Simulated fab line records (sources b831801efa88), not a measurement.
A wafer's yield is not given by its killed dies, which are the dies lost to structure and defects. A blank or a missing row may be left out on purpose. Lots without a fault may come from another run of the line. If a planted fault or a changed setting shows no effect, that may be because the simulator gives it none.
What tool caused it? | flow gf180mcu | 72 wafers from 24 lots sampled at 4 of the route's 602 steps

## WHAT EACH GAUGE READ, for each wafer
GF_PSD_RS_MEAS_15: the measuring method here is four-point-probe. Usual: PSD_RS typically reads 108.7 ohm/sq, with standard deviation 0.35.
lot  | measured     | on            | PSD_RS (ohm/sq)   | flag
L074 | day 14 02:17 | film_metro-01 | 108.3 108.7 108.3 |
L075 | day 14 12:25 | film_metro-01 | 108.4 108.3 109.0 |
L076 | day 14 19:04 | film_metro-03 | 109.2 108.8 109.1 |
L077 | day 15 01:43 | film_metro-01 | 108.7 108.6 108.4 |
L078 | day 15 15:25 | film_metro-04 | 108.6 108.6 108.6 |
L079 | day 16 03:49 | film_metro-03 | 108.6 108.4 108.5 |
L080 | day 16 09:47 | film_metro-01 | 108.6 108.8 108.5 |
L081 | day 16 18:49 | film_metro-03 | 109.0 109.2 108.9 |
L082 | day 17 15:32 | film_metro-03 | 109.1 109.0 108.9 |
L083 | day 17 22:04 | film_metro-01 | 108.2 108.3 108.3 |
L084 | day 17 23:07 | film_metro-01 | 108.6 108.8 108.6 |
L086 | day 18 14:13 | film_metro-03 | 109.2 108.2 108.7 |
L085 | day 18 15:16 | film_metro-03 | 109.4 109.2 109.2 |
L087 | day 19 06:05 | film_metro-03 | 108.8 108.9 108.9 |
L088 | day 19 15:48 | film_metro-04 | 108.7 108.6 108.5 |
L089 | day 19 16:25 | film_metro-01 | 108.6 108.9 109.0 |
L090 | day 20 02:33 | film_metro-03 | 108.7 109.0 108.9 |
L091 | day 20 12:23 | film_metro-03 | 108.8 108.6 109.0 |
L092 | day 20 21:23 | film_metro-01 | 108.0 108.4 108.2 |
L094 | day 21 07:50 | film_metro-04 | 109.0 109.2 108.5 |
L093 | day 21 09:12 | film_metro-01 | 108.2 108.3 108.6 |
L095 | day 21 15:34 | film_metro-01 | 108.1 107.8 107.8 |
L096 | day 21 20:14 | film_metro-03 | 109.4 109.1 109.3 |
L097 | day 22 05:09 | film_metro-01 | 108.4 108.8 108.7 |

GF_M2_OVL_MEAS_15. Usual: M2_OVL typically reads -1 nm, with standard deviation 6.3.
lot  | measured     | on         | M2_OVL (nm) | flag
L074 | day 19 04:31 | overlay-01 | 5 2 1       |
L075 | day 19 11:46 | overlay-01 | -5 -2 0     |
L076 | day 19 20:16 | overlay-02 | -6 1 1      |
L077 | day 20 02:37 | overlay-02 | 4 6 -3      |
L078 | day 20 18:25 | overlay-01 | 0 1 -13     |
L079 | day 21 07:05 | overlay-02 | -1 -13 -3   |
L080 | day 21 13:06 | overlay-02 | 1 1 7       |
L081 | day 21 23:38 | overlay-01 | 0 -5 4      |
L082 | day 22 20:37 | overlay-02 | 5 1 -4      |
L083 | day 23 02:04 | overlay-01 | -8 -9 -3    |
L084 | day 23 03:25 | overlay-01 | -6 -9 -11   |
L086 | day 23 18:28 | overlay-01 | 8 1 12      |
L085 | day 23 19:59 | overlay-01 | -4 2 -6     |
L087 | day 24 09:48 | overlay-01 | -1 12 2     |
L088 | day 24 17:22 | overlay-02 | -4 1 -3     |
L089 | day 24 17:40 | overlay-02 | 4 -6 -3     |
L090 | day 25 04:25 | overlay-01 | 5 -5 -1     |
L091 | day 25 13:49 | overlay-01 | 4 -2 6      |
L092 | day 25 20:21 | overlay-02 | 3 -4 3      |
L094 | day 26 05:01 | overlay-02 | -3 2 -11    |
L093 | day 26 05:58 | overlay-01 | 2 -6 -2     |
L095 | day 26 13:31 | overlay-02 | -5 -6 -1    |
L096 | day 26 16:26 | overlay-01 | -8 -9 -8    |
L097 | day 26 23:49 | overlay-01 | 10 3 -1     |

GF_V2_THK_MEAS_01. Usual: V2_CVD_00_THK typically reads 600 nm, with standard deviation 4.6.
lot  | measured     | on            | V2_CVD_00_THK (nm) | flag
L074 | day 19 05:16 | film_metro-04 | 603 601 610        |
L075 | day 19 12:31 | film_metro-02 | 602 601 604        |
L076 | day 19 21:01 | film_metro-03 | 603 606 600        |
L077 | day 20 03:22 | film_metro-04 | 596 602 596        |
L078 | day 20 19:10 | film_metro-04 | 605 600 597        |
L079 | day 21 07:50 | film_metro-03 | 605 605 604        |
L080 | day 21 13:52 | film_metro-04 | 597 606 603        |
L081 | day 22 00:24 | film_metro-02 | 595 597 596        |
L082 | day 22 21:26 | film_metro-03 | 590 601 599        |
L083 | day 23 02:50 | film_metro-02 | 605 603 595        |
L084 | day 23 04:15 | film_metro-02 | 608 608 602        |
L086 | day 23 19:19 | film_metro-03 | 608 605 603        |
L085 | day 23 20:44 | film_metro-02 | 595 601 596        |
L087 | day 24 10:34 | film_metro-02 | 599 600 604        |
L088 | day 24 18:16 | film_metro-02 | 603 594 605        |
L089 | day 24 18:26 | film_metro-02 | 600 602 601        |
L090 | day 25 05:17 | film_metro-03 | 601 601 598        |
L091 | day 25 14:59 | film_metro-04 | 594 595 595        |
L092 | day 25 22:08 | film_metro-02 | 598 599 602        |
L094 | day 26 05:53 | film_metro-04 | 596 596 600        |
L093 | day 26 06:44 | film_metro-04 | 595 605 599        |
L095 | day 26 14:40 | film_metro-04 | 595 606 594        |
L096 | day 26 17:11 | film_metro-04 | 597 602 593        |
L097 | day 27 00:35 | film_metro-02 | 593 593 604        |

## EACH LOT AND THE TOOL THAT RAN IT (in order: tool; ch and the chambers of the sampled wafers; start)
lot  | GF_CONTACT_CVD_24
L074 | cvd_w-02 ch 0,1, day 15 23:19
L075 | cvd_w-01 ch 0,1, day 16 10:11
L076 | cvd_w-01 ch 0,1, day 16 16:58
L077 | cvd_w-01 ch 0,1, day 16 23:33
L078 | cvd_w-02 ch 0,1, day 17 14:41
L079 | cvd_w-02 ch 0,1, day 18 03:41
L080 | cvd_w-01 ch 0,1, day 18 10:12
L081 | cvd_w-02 ch 1, day 18 19:57
L082 | cvd_w-02 ch 0,1, day 19 17:03
L083 | cvd_w-02 ch 0,1, day 20 00:11
L084 | cvd_w-01 ch 0,1, day 20 00:40
L086 | cvd_w-02 ch 0,1, day 20 16:44
L085 | cvd_w-02 ch 0,1, day 20 17:31
L087 | cvd_w-01 ch 0,1, day 21 08:30
L088 | cvd_w-01 ch 0,1, day 21 17:48
L089 | cvd_w-02 ch 0,1, day 21 18:49
L090 | cvd_w-01 ch 0,1, day 22 05:11
L091 | cvd_w-02 ch 0,1, day 22 14:27
L092 | cvd_w-01 ch 0,1, day 22 23:24
L094 | cvd_w-02 ch 0,1, day 23 08:02
L093 | cvd_w-01 ch 0,1, day 23 10:21
L095 | cvd_w-02 ch 0,1, day 23 16:00
L096 | cvd_w-01 ch 0,1, day 23 20:50
L097 | cvd_w-01 ch 0,1, day 24 05:12
- GF_CONTACT_CVD_24: deposits W, target thk 300 nm, time 90.339 s.

## WHAT THE TOOLS THEMSELVES READ (means of the sampled wafers that have a number; where no wafer has one, the mark that the record gives instead)
GF_CONTACT_CVD_24. Usual: heater_power_w 815 W, standard deviation 110.
lot  | tool     | heater_power_w (W) | flag
L074 | cvd_w-02 | 734                |
L075 | cvd_w-01 | 951                |
L076 | cvd_w-01 | 954                |
L077 | cvd_w-01 | 960                |
L078 | cvd_w-02 | 741                |
L079 | cvd_w-02 | 739                |
L080 | cvd_w-01 | 909                |
L081 | cvd_w-02 | 663                |
L082 | cvd_w-02 | 699                |
L083 | cvd_w-02 | 707                |
L084 | cvd_w-01 | 870                |
L086 | cvd_w-02 | 746                |
L085 | cvd_w-02 | 713                |
L087 | cvd_w-01 | 911                |
L088 | cvd_w-01 | 902                |
L089 | cvd_w-02 | 742                |
L090 | cvd_w-01 | 870                |
L091 | cvd_w-02 | 711                |
L092 | cvd_w-01 | 917                |
L094 | cvd_w-02 | 754                |
L093 | cvd_w-01 | 917                |
L095 | cvd_w-02 | 702                |
L096 | cvd_w-01 | 866                |
L097 | cvd_w-01 | 895                |

## THE ANSWER, worked out from the rows above alone
Rule: a lot counts as off when the mean over its wafers that have a number is more than 3 standard deviations away from the usual mean. A lot without any number at a reading at which 4 lots or more have one is off too. Where the step has rows for the other lots, those lots are counted as sound. First the gauges in route order, then the tools' own readings, where a lot's mean is used as printed above. At the first step where some lot is off, the reading lying furthest off is the one used; lots without a number count as furthest.
None of the lots is off at any reading shown; this tells nothing.

## WHAT WAS PUT IN BY THE SIMULATOR
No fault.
